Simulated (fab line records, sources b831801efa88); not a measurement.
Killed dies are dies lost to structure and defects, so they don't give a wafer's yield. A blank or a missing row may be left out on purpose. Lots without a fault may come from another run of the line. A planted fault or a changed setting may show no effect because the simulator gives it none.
fab line records | flow sky130
record lots=13 wafers=39 last_day=50
route steps=708 shown VT_ADJUST_HVTR@139 GATE_OXIDE@188 POLY_GATE@205 PAD_OPEN@708
lots that met no fault: from a run of the same line without faults
start_h: hours from the record's first day to the start of the lot's first wafer shown | wait_h: hours since the lot's step before | " the same as in the row above | L1.1+2: a row that stands for several wafers | - no value, or no start given | * or withheld: withheld | < > ~ a bound
route shown NAME@n: a module of which the file shows steps, and the number in the route of the first | usual: mean/standard deviation of fault-free wafers | same: alike in all rows | chamber/n: place in a boat | sites: the reading at each site | _std_site: their standard deviation | _edge_site: outer sites' mean less inner sites' | radius_mm: how far each site lies from the wafer's centre | mask NAME#n: copy n | behind: the tool/chamber that last shaped the wafer | hold: why the lot was held/for how many hours/how that ended | device: the transistor (n, p or np) that didn't switch | end of line: the same wafers' tests at the end of the route | a step without rows: its recipe alone | killed: dies lost to structure and defects at the first sort, not the wafer's yield | map: a wafer's dies, x killed, . not, _ none there
set.NAME: the setting as run; set.NAME@STEP: as run at that earlier step | model.NAME: the simulator's own value behind a step, which no gauge read
steps of the route over a sample of lots; a table a step, a row a wafer
services: from which hour (start_h, from the record's first day; less than 0 if before it) a tool's chamber was out of use, for how many hours, and why
## steps
# step SKY_VT_ADJUST_HVTR_OVL_MEAS_08
# usual VT_ADJUST_HVTR_OVL=-0.7/1.4
# columns lot.wafer tool chamber start_h wait_h VT_ADJUST_HVTR_OVL[nm]
L769.1 overlay-01 - 210.45 0.1 -1.5
L769.2 " - " " 0.3
L769.6 " - " " -0.1
L770.2 overlay-01 - 220.58 0.1 -0.9
L770.3 " - " " 0.7
L770.5 " - " " -2.3
L771.1 overlay-02 - 222.41 0.1 0.4
L771.3 " - " " -1.7
L771.6 " - " " -0.7
L772.2 overlay-01 - 227.87 0.1 -3.5
L772.4 " - " " -0.6
L772.6 " - " " -0.8
L774.1 overlay-01 - 245.38 0.1 0.3
L774.2 " - " " 1.1
L774.4 " - " " 0.2
L775.1 overlay-02 - 256.01 0.1 0.8
L775.4 " - " " 0.0
L775.5 " - " " 0.5
L777.1 overlay-01 - 265.66 0.1 -2.2
L777.4 " - " " -1.6
L777.5 " - " " -2.1
L784.1 overlay-01 - 321.78 0.1 0.0
L784.2 " - " " -2.1
L784.5 " - " " -2.2
L785.3 overlay-01 - 324.77 0.1 -1.9
L785.5 " - " " -1.8
L785.6 " - " " -3.4
L786.1 overlay-02 - 350.01 0.1 -1.3
L786.5 " - " " -1.4
L786.6 " - " " 0.2
L787.1 overlay-01 - 352.30 0.1 -0.6
L787.2 " - " " -1.8
L787.4 " - " " -1.5
L789.2 overlay-02 - 361.30 0.1 -0.5
L789.5 " - " " -0.7
L789.6 " - " " -1.3
L790.1 overlay-02 - 367.55 0.1 -0.6
L790.2 " - " " 1.6
L790.5 " - " " -0.5
# step SKY_GATE_OXIDE_OXIDATION_01
# recipe temp_c=900 ambient=O2 stabilise_s=600 purge_s=300 target_thk_a=102.68 ox_time_s=1473
# usual zone_power_lower_pct=17.4/1.1
# columns lot.wafer tool chamber start_h wait_h zone_power_lower_pct
L769.1 furnace-02 0 289.03 0.0 19.2
L769.2 " 0 " " 19.3
L769.6 " 0 " " 19.6
L770.2 furnace-01 0 299.20 0.6 16.6
L770.3 " 0 " " 16.9
L770.5 " 0 " " 16.9
L771.1 furnace-01 0 300.61 1.1 16.8
L771.3 " 0 " " 16.6
L771.6 " 0 " " 17.1
L772.2 furnace-02 0 309.55 1.5 19.5
L772.4 " 0 " " 19.2
L772.6 " 0 " " 19.6
L774.1 furnace-01 0 329.51 0.6 16.6
L774.2 " 0 " " 16.8
L774.4 " 0 " " 17.0
L775.1 furnace-01 0 340.03 0.0 16.9
L775.4 " 0 " " 16.8
L775.5 " 0 " " 16.7
L777.1 furnace-01 0 352.47 3.1 17.0
L777.4 " 0 " " 16.8
L777.5 " 0 " " 16.4
L784.1 furnace-01 0 412.98 1.8 16.8
L784.2 " 0 " " 16.8
L784.5 " 0 " " 17.0
L785.3 furnace-01 0 415.89 0.1 16.8
L785.5 " 0 " " 16.9
L785.6 " 0 " " 17.1
L786.1 furnace-01 0 442.69 0.7 16.8
L786.5 " 0 " " 17.0
L786.6 " 0 " " 16.7
L787.1 furnace-01 0 444.42 0.0 16.7
L787.2 " 0 " " 16.9
L787.4 " 0 " " 17.0
L789.2 furnace-01 0 453.93 0.0 16.9
L789.5 " 0 " " 16.8
L789.6 " 0 " " 16.8
L790.1 furnace-01 0 466.48 0.4 16.6
L790.2 " 0 " " 17.0
L790.5 " 0 " " 16.9
# step SKY_GATE_OXIDE_THK_MEAS_02
# recipe reads=SiO2_of_GATE_OXIDE_OXIDATION_01
# usual GATE_OXIDE_OXIDATION_00_THK=10.24/0.15
# columns lot.wafer tool chamber start_h wait_h GATE_OXIDE_OXIDATION_00_THK[nm]
L769.1 film_metro-02 - 290.43 0.0 10.37
L769.2 " - " " 10.35
L769.6 " - " " 10.02
L770.2 film_metro-03 - 300.62 0.0 10.16
L770.3 " - " " 10.24
L770.5 " - " " 10.36
L771.1 film_metro-02 - 302.02 0.0 10.23
L771.3 " - " " 9.90
L771.6 " - " " 9.98
L772.2 film_metro-01 - 310.97 0.0 10.12
L772.4 " - " " 10.21
L772.6 " - " " 10.09
L774.1 film_metro-03 - 330.92 0.0 10.22
L774.2 " - " " 10.10
L774.4 " - " " 10.33
L775.1 film_metro-01 - 341.43 0.0 9.30
L775.4 " - " " 9.43
L775.5 " - " " 9.40
L777.1 film_metro-03 - 353.87 0.0 9.42
L777.4 " - " " 9.39
L777.5 " - " " 9.18
L784.1 film_metro-01 - 414.39 0.0 10.19
L784.2 " - " " 10.27
L784.5 " - " " 10.12
L785.3 film_metro-03 - 417.31 0.0 10.20
L785.5 " - " " 10.29
L785.6 " - " " 10.08
L786.1 film_metro-02 - 444.10 0.0 10.12
L786.5 " - " " 10.22
L786.6 " - " " 10.16
L787.1 film_metro-03 - 445.83 0.0 10.58
L787.2 " - " " 10.56
L787.4 " - " " 10.52
L789.2 film_metro-01 - 455.35 0.0 10.41
L789.5 " - " " 10.21
L789.6 " - " " 10.21
L790.1 film_metro-01 - 467.89 0.0 10.34
L790.2 " - " " 10.35
L790.5 " - " " 10.34
# step SKY_GATE_OXIDE_TW_MEAS_14
# usual GATE_OXIDE_TW=223.4/2.9
# columns lot.wafer tool chamber start_h wait_h GATE_OXIDE_TW
L769.1 film_metro-02 - 315.98 0.1 220.8
L769.2 " - " " 220.0
L769.6 " - " " 220.8
L770.2 film_metro-01 - 326.78 0.1 225.2
L770.3 " - " " 225.1
L770.5 " - " " 224.2
L771.1 film_metro-03 - 328.15 0.1 220.8
L771.3 " - " " 221.5
L771.6 " - " " 219.9
L772.2 film_metro-03 - 337.70 0.1 219.2
L772.4 " - " " 219.7
L772.6 " - " " 218.8
L774.1 film_metro-01 - 359.10 0.1 224.0
L774.2 " - " " 224.2
L774.4 " - " " 223.2
L775.1 film_metro-01 - 369.62 0.1 225.2
L775.4 " - " " 225.1
L775.5 " - " " 225.4
L777.1 film_metro-02 - 382.27 0.1 221.5
L777.4 " - " " 221.8
L777.5 " - " " 221.7
L784.1 film_metro-02 - 445.06 0.1 221.9
L784.2 " - " " 223.1
L784.5 " - " " 222.3
L785.3 film_metro-02 - 447.67 0.1 222.9
L785.5 " - " " 222.7
L785.6 " - " " 224.9
L786.1 film_metro-01 - 475.39 0.1 227.6
L786.5 " - " " 227.7
L786.6 " - " " 226.9
L787.1 film_metro-01 - 476.95 0.1 227.5
L787.2 " - " " 226.5
L787.4 " - " " 226.5
L789.2 film_metro-02 - 486.66 0.1 224.9
L789.5 " - " " 221.9
L789.6 " - " " 224.3
L790.1 film_metro-01 - 499.23 0.1 227.7
L790.2 " - " " 227.0
L790.5 " - " " 226.7
# step SKY_POLY_GATE_THK_MEAS_01
# recipe reads=poly-Si_of_POLY_GATE_CVD_00
# usual POLY_GATE_CVD_00_THK=180.6/1.5
# columns lot.wafer tool chamber start_h wait_h POLY_GATE_CVD_00_THK[nm]
L769.1 film_metro-02 - 319.42 0.0 181.9
L769.2 " - " " 182.0
L769.6 " - " " 180.5
L770.2 film_metro-02 - 330.33 0.0 184.6
L770.3 " - " " 184.5
L770.5 " - " " 183.6
L771.1 film_metro-02 - 331.86 0.0 178.0
L771.3 " - " " 177.9
L771.6 " - " " 178.1
L772.2 film_metro-03 - 340.54 0.0 180.3
L772.4 " - " " 180.3
L772.6 " - " " 178.9
L774.1 film_metro-03 - 362.88 0.0 179.2
L774.2 " - " " 179.9
L774.4 " - " " 178.5
L775.1 film_metro-04 - 372.76 0.0 180.4
L775.4 " - " " 180.0
L775.5 " - " " 180.5
L777.1 film_metro-03 - 385.77 0.0 182.3
L777.4 " - " " 182.2
L777.5 " - " " 180.0
L784.1 film_metro-02 - 448.18 0.0 179.2
L784.2 " - " " 181.4
L784.5 " - " " 180.4
L785.3 film_metro-03 - 450.51 0.0 183.5
L785.5 " - " " 181.2
L785.6 " - " " 182.6
L786.1 film_metro-03 - 478.24 0.0 180.0
L786.5 " - " " 178.7
L786.6 " - " " 180.2
L787.1 film_metro-04 - 479.88 0.1 178.6
L787.2 " - " " 177.9
L787.4 " - " " 177.7
L789.2 film_metro-03 - 489.51 0.0 179.0
L789.5 " - " " 178.9
L789.6 " - " " 178.7
L790.1 film_metro-02 - 502.08 0.0 180.5
L790.2 " - " " 180.7
L790.5 " - " " 179.8
# step SKY_PAD_OPEN_PROBE_99
# usual killed_at_M0_to_M3=43/7.2 killed_at_M4_up=3.3/1.8 killed_at_contacts=23/5.5 killed_at_front_end=16/5.1 killed_at_other=0.4/0.65 killed_dies=85/10 killed_open=46/7.1 killed_short=38/7.2
# same gross_dies=492 killed_at_back_side=0
# columns lot.wafer tool chamber start_h wait_h killed_at_M0_to_M3 killed_at_M4_up killed_at_contacts killed_at_front_end killed_at_other killed_dies killed_open killed_short
L786.1 prober-01 - 1179.57 0.1 44 2 16 17 1 80 42 38
L786.5 prober-01 - 1179.77 0.2 41 2 21 14 0 78 42 36
L786.6 prober-01 - 1179.82 0.2 50 4 14 10 0 78 35 43
L787.1 prober-02 - 1183.05 0.1 51 1 23 14 0 89 56 33
L787.2 prober-02 - 1183.10 0.1 41 6 19 19 0 85 51 33
L787.4 prober-02 - 1183.20 0.2 43 3 15 11 0 72 35 35
# killed by level:class
L786.1 VIA1:geometric_particle:open=11 CONTACT:geometric_particle:open=8 VIA3:geometric_particle:open=6 VIA1:geometric_particle:short=6 VIA2:geometric_particle:open=5 METAL2:geometric_particle:short=5 FIELD_ISO:geometric_particle:open=4 FIELD_ISO:geometric_particle:short=4
L786.5 VIA3:geometric_particle:open=11 VIA1:geometric_particle:open=9 POLY_GATE:geometric_particle:short=5 LOCAL_INTERCONNECT:geometric_particle:short=5 CONTACT:geometric_particle:short=5 METAL1:geometric_particle:short=5 VIA1:geometric_particle:short=5 FIELD_ISO:geometric_particle:short=4
L786.6 VIA1:geometric_particle:open=8 VIA3:geometric_particle:open=7 VIA1:geometric_particle:short=7 LI_CONTACT:geometric_particle:open=6 VIA2:geometric_particle:short=6 METAL1:geometric_particle:short=5 VIA3:geometric_particle:short=5 FIELD_ISO:geometric_particle:short=4
L787.1 VIA1:geometric_particle:open=13 CONTACT:geometric_particle:open=11 VIA3:geometric_particle:open=11 LI_CONTACT:geometric_particle:open=6 METAL1:geometric_particle:short=6 VIA2:geometric_particle:open=6 METAL2:geometric_particle:short=5 VIA2:geometric_particle:short=4
L787.2 VIA1:geometric_particle:open=11 CONTACT:geometric_particle:open=8 VIA3:geometric_particle:open=7 LI_CONTACT:geometric_particle:open=6 FIELD_ISO:geometric_particle:open=5 METAL4:geometric_particle:short=5 METAL3:geometric_particle:short=5 SPACER:geometric_particle:short=4
L787.4 VIA2:geometric_particle:open=10 METAL2:geometric_particle:short=8 VIA1:geometric_particle:open=7 CONTACT:geometric_particle:open=6 FIELD_ISO:geometric_particle:open=4 LOCAL_INTERCONNECT:geometric_particle:short=4 METAL1:geometric_particle:short=4 POLY_GATE:geometric_particle:short=3
## services
# columns tool chamber start_h hours kind
furnace-02 - 276.74 2.7 repair
furnace-01 - 318.80 2.4 pm
furnace-02 - 382.06 1.8 pm
furnace-01 - 399.95 3.3 pm
furnace-02 - 420.76 4.1 pm
furnace-02 - 457.63 2.5 pm
## key
first_sign step=SKY_GATE_OXIDE_THK_MEAS_02 reading=GATE_OXIDE_OXIDATION_00_THK direction=down sigmas=6.1 usual=10.24 struck=9.35
effect none on later readings
met_at SKY_GATE_OXIDE_OXIDATION_01
struck_lots L775,L777
tester_left_out L775,L777
not_acting_at SKY_VT_ADJUST_HVTR_OVL_MEAS_08,SKY_GATE_OXIDE_TW_MEAS_14,SKY_POLY_GATE_THK_MEAS_01
onset_between 329.51 340.03
fault kind=process_parameter_drift tool=furnace-01 chamber=- onset_h=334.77 steps=SKY_GATE_OXIDE_OXIDATION_01 channel=ox_time_s offset=* shape=step end_h=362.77 acts_in=* stated=*
# tester_left_out: of these lots the tester's yield and bins aren't shown, on N5 and GAA mostly nor the transistor test; their killed dies are dies lost to structure and defects alone, not to doping, threshold or leakage, so they don't give the yield
